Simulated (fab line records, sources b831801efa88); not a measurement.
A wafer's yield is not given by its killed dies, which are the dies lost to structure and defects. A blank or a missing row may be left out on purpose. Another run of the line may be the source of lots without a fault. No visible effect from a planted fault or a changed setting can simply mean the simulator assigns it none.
Chamber matching / flow gf180mcu / GF_CONTACT_CMP_27 on cmp-01 has 4 sister chambers
The step polishes, stops on SiO2, t overpolish 15 s, target thk 0 nm. 7 wafers are shown with their chamber, then 7 later ones without.

## WAFERS WITH THEIR CHAMBER
wafer=L899.2; chamber=0; motor current A (A)=11.8; slurry filter dp kPa (kPa)=13.46
wafer=L899.3; chamber=2; motor current A (A)=11.3; slurry filter dp kPa (kPa)=13.77
wafer=L906.1; chamber=1; motor current A (A)=10.4; slurry filter dp kPa (kPa)=13.44
wafer=L906.3; chamber=3; motor current A (A)=13.1; slurry filter dp kPa (kPa)=13.63
wafer=L906.5; chamber=0; motor current A (A)=11.2; slurry filter dp kPa (kPa)=13.53
wafer=L908.1; chamber=3; motor current A (A)=12.3; slurry filter dp kPa (kPa)=13.56
wafer=L908.3; chamber=1; motor current A (A)=10.4; slurry filter dp kPa (kPa)=13.47

## WAFERS WITH NO CHAMBER GIVEN
wafer=L908.4; motor current A (A)=11.1; slurry filter dp kPa (kPa)=13.72
wafer=L911.1; motor current A (A)=10.5; slurry filter dp kPa (kPa)=13.11
wafer=L911.3; motor current A (A)=11.1; slurry filter dp kPa (kPa)=13.39
wafer=L911.6; motor current A (A)=10.5; slurry filter dp kPa (kPa)=13.43
wafer=L912.2; motor current A (A)=11.2; slurry filter dp kPa (kPa)=13.77
wafer=L912.3; motor current A (A)=11.0; slurry filter dp kPa (kPa)=13.45
wafer=L912.4; motor current A (A)=10.7; slurry filter dp kPa (kPa)=13.49

## THE CHAMBER EACH PASSED THROUGH
wafer=L908.4; from the rows above=2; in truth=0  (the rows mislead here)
wafer=L911.1; from the rows above=can't be placed: 1 or 0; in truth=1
wafer=L911.3; from the rows above=can't be placed: 1 or 0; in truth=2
wafer=L911.6; from the rows above=1; in truth=1
wafer=L912.2; from the rows above=2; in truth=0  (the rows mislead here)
wafer=L912.3; from the rows above=can't be placed: 1 or 0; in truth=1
wafer=L912.4; from the rows above=can't be placed: 1 or 0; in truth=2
Placed correctly: 1 of 7. From these rows, 4 cannot be placed; in 2 the true chamber is one of the candidates. Number placed wrongly: 2.
How it was worked out, from the rows above alone: a wafer's distance from a chamber is the root of the sum, over the readings, of the square of ((its reading less the chamber's mean) divided by the reading's scatter). The wafer belongs to the nearest chamber; if the next one is less than 2 further off, it can't be placed. A chamber's mean is the mean of its shown wafers. The scatter: take each reading less its chamber's mean, square it, sum over the shown wafers, divide by the number of wafers less the number of chambers, and take the root.
